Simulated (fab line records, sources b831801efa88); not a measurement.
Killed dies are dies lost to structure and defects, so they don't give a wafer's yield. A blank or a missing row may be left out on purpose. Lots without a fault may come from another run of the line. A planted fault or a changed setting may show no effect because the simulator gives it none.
Which tool did it? | flow gf180mcu | 14 lots, 42 wafers sampled, at 5 steps of a route of 602

WHAT THE GAUGES READ, wafer by wafer
GF_V3_THK_MEAS_03.
lot  | measured     | on            | V3_CVD_02_THK (nm)
L102 | day 21 12:16 | film_metro-02 | 852 862 864
L103 | day 21 15:34 | film_metro-02 | 842 860 872
L105 | day 22 09:02 | film_metro-01 | 861 848 857
L107 | day 23 02:29 | film_metro-04 | 857 866 858
L108 | day 23 16:14 | film_metro-02 | 840 859 857
L117 | day 26 18:29 | film_metro-04 | 853 849 862
L118 | day 27 05:19 | film_metro-01 | 858 850 861
L119 | day 27 06:47 | film_metro-01 | 863 861 859
L120 | day 27 11:52 | film_metro-01 | 842 849 869
L121 | day 27 18:21 | film_metro-04 | 841 841 869
L122 | day 27 23:51 | film_metro-04 | 852 842 860
L123 | day 28 07:10 | film_metro-04 | 840 829 842
L124 | day 28 12:23 | film_metro-02 | 826 850 865
L125 | day 28 22:58 | film_metro-01 | 839 851 862

GF_V4_THK_MEAS_01.
lot  | measured     | on            | V4_CVD_00_THK (nm)
L102 | day 23 14:07 | film_metro-01 | 608 603 602
L103 | day 23 17:17 | film_metro-01 | 606 605 603
L105 | day 24 09:35 | film_metro-02 | 598 602 605
L107 | day 25 01:10 | film_metro-03 | 1209 1213 1221 1208 1214 1222
L108 | day 25 14:59 | film_metro-03 | 1209 1205 1204 1209 1204 1205
L117 | day 28 13:22 | film_metro-03 | 606 602 612
L118 | day 28 23:54 | film_metro-02 | 600 594 603
L119 | day 29 01:13 | film_metro-02 | 602 612 610
L120 | day 29 05:35 | film_metro-02 | 596 609 602
L121 | day 29 12:00 | film_metro-03 | 595 606 612
L122 | day 29 17:08 | film_metro-03 | 599 593 596
L123 | day 30 00:49 | film_metro-02 | 605 603 604
L124 | day 30 05:07 | film_metro-01 | 609 604 603
L125 | day 30 15:53 | film_metro-02 | 604 608 601

WHICH TOOL RAN EACH LOT (tool, then ch and the chambers of the sampled wafers, then the start)
lot  | GF_M4_SPUTTER_03             | GF_M4_SPUTTER_04             | GF_V4_CVD_00
L102 | pvd_sputter-04, day 22 14:20 | pvd_sputter-04, day 22 14:21 | hdpcvd-02 ch 0,2, day 23 14:00
L103 | pvd_sputter-04, day 22 17:19 | pvd_sputter-04, day 22 17:20 | hdpcvd-02 ch 0,2, day 23 17:11
L105 | pvd_sputter-03, day 23 09:59 | pvd_sputter-03, day 23 10:00 | hdpcvd-01 ch 1,2, day 24 09:29
L107 | pvd_sputter-01, day 24 02:05 | pvd_sputter-01, day 24 02:07 | hdpcvd-02 ch 0,1,2, day 25 00:51
L108 | pvd_sputter-03, day 24 16:23 | pvd_sputter-03, day 24 16:25 | hdpcvd-01 ch 1,2, day 25 14:40
L117 | pvd_sputter-03, day 27 16:47 | pvd_sputter-03, day 27 16:48 | hdpcvd-01 ch 0,1,2, day 28 13:17
L118 | pvd_sputter-04, day 28 03:45 | pvd_sputter-04, day 28 03:46 | hdpcvd-01 ch 1,2, day 28 23:49
L119 | pvd_sputter-04, day 28 05:02 | pvd_sputter-04, day 28 05:03 | hdpcvd-02 ch 0,1,2, day 29 01:09
L120 | pvd_sputter-04, day 28 09:37 | pvd_sputter-04, day 28 09:38 | hdpcvd-02 ch 0,2, day 29 05:30
L121 | pvd_sputter-03, day 28 16:17 | pvd_sputter-03, day 28 16:18 | hdpcvd-01 ch 0,1, day 29 11:56
L122 | pvd_sputter-01, day 28 21:32 | pvd_sputter-01, day 28 21:33 | hdpcvd-02 ch 0,2, day 29 17:04
L123 | pvd_sputter-01, day 29 05:19 | pvd_sputter-01, day 29 05:20 | hdpcvd-02 ch 0,1,2, day 30 00:44
L124 | pvd_sputter-01, day 29 09:29 | pvd_sputter-01, day 29 09:30 | hdpcvd-02 ch 0,1,2, day 30 05:02
L125 | pvd_sputter-04, day 29 20:14 | pvd_sputter-04, day 29 20:16 | hdpcvd-02 ch 1,2, day 30 15:48
- GF_M4_SPUTTER_03: material Ti, target thk 10 nm, time 6.7 s.
- GF_M4_SPUTTER_04: material TiN, target thk 50 nm, time 41.7 s.
- GF_V4_CVD_00: deposits SiO2, target thk 600 nm, time 100 s.

WHAT THE TOOLS THEMSELVES READ (means of the sampled wafers that have a number; where no wafer has one, the mark that the record gives instead)
GF_M4_SPUTTER_03.
lot  | tool           | chamber_pressure_pa (Pa) | throttle_valve_pct (%)
L102 | pvd_sputter-04 | 0.3001                   | 30.1
L103 | pvd_sputter-04 | 0.2994                   | 30.0
L105 | pvd_sputter-03 | 0.3000                   | 30.8
L107 | pvd_sputter-01 | 0.2999                   | 29.5
L108 | pvd_sputter-03 | 0.2997                   | 28.3
L117 | pvd_sputter-03 | 0.2997                   | 29.4
L118 | pvd_sputter-04 | 0.2999                   | 30.4
L119 | pvd_sputter-04 | 0.3002                   | 30.0
L120 | pvd_sputter-04 | 0.3006                   | 30.0
L121 | pvd_sputter-03 | 0.2996                   | 30.3
L122 | pvd_sputter-01 | 0.3004                   | 29.2
L123 | pvd_sputter-01 | 0.2998                   | 29.5
L124 | pvd_sputter-01 | 0.3002                   | 29.8
L125 | pvd_sputter-04 | 0.2999                   | 30.0

GF_M4_SPUTTER_04.
lot  | tool           | chamber_pressure_pa (Pa) | throttle_valve_pct (%)
L102 | pvd_sputter-04 | 0.3997                   | 30.1
L103 | pvd_sputter-04 | 0.3999                   | 30.3
L105 | pvd_sputter-03 | 0.4003                   | 30.8
L107 | pvd_sputter-01 | 0.4000                   | 29.5
L108 | pvd_sputter-03 | 0.4002                   | 28.3
L117 | pvd_sputter-03 | 0.3997                   | 29.5
L118 | pvd_sputter-04 | 0.4004                   | 30.2
L119 | pvd_sputter-04 | 0.3994                   | 30.0
L120 | pvd_sputter-04 | 0.3997                   | 30.2
L121 | pvd_sputter-03 | 0.3989                   | 30.4
L122 | pvd_sputter-01 | 0.4003                   | 29.4
L123 | pvd_sputter-01 | 0.3996                   | 29.5
L124 | pvd_sputter-01 | 0.4000                   | 29.9
L125 | pvd_sputter-04 | 0.3998                   | 30.2

THE ANSWER, worked out from the rows above alone
Rule: what is usual is taken from the lots themselves. Put in order of their means at a reading, lots are off if they are a third of the lots or fewer, leave a main group of 4 or more, and stand apart from it by a gap of 3 or more times the standard deviation of the main group's means; of several such gaps the widest counts. A main group whose means are all the same, to the digits that the tables above print for the reading, isn't used. A lot without any number at a reading at which 4 lots or more have one is off too. The other lots that the step has rows for count as sound. The gauges are gone through in route order, then the tools' own readings, and for those a lot's mean is taken as printed above. The first step at which some lot is off is used, and at that step the reading that is off furthest; a lot without a number counts as furthest.
Off: L107, L108, at GF_V4_THK_MEAS_01 (V4_CVD_00_THK). The main group: mean 603 nm, standard deviation 3.1.
A tool fits if, at a process step before that reading, it ran every lot that is off, and no sound lot after the first of them. The gauges at GF_V4_THK_MEAS_01 are tried like those tools. None of those tried fits.

WHAT THE SIMULATOR HAD PUT IN
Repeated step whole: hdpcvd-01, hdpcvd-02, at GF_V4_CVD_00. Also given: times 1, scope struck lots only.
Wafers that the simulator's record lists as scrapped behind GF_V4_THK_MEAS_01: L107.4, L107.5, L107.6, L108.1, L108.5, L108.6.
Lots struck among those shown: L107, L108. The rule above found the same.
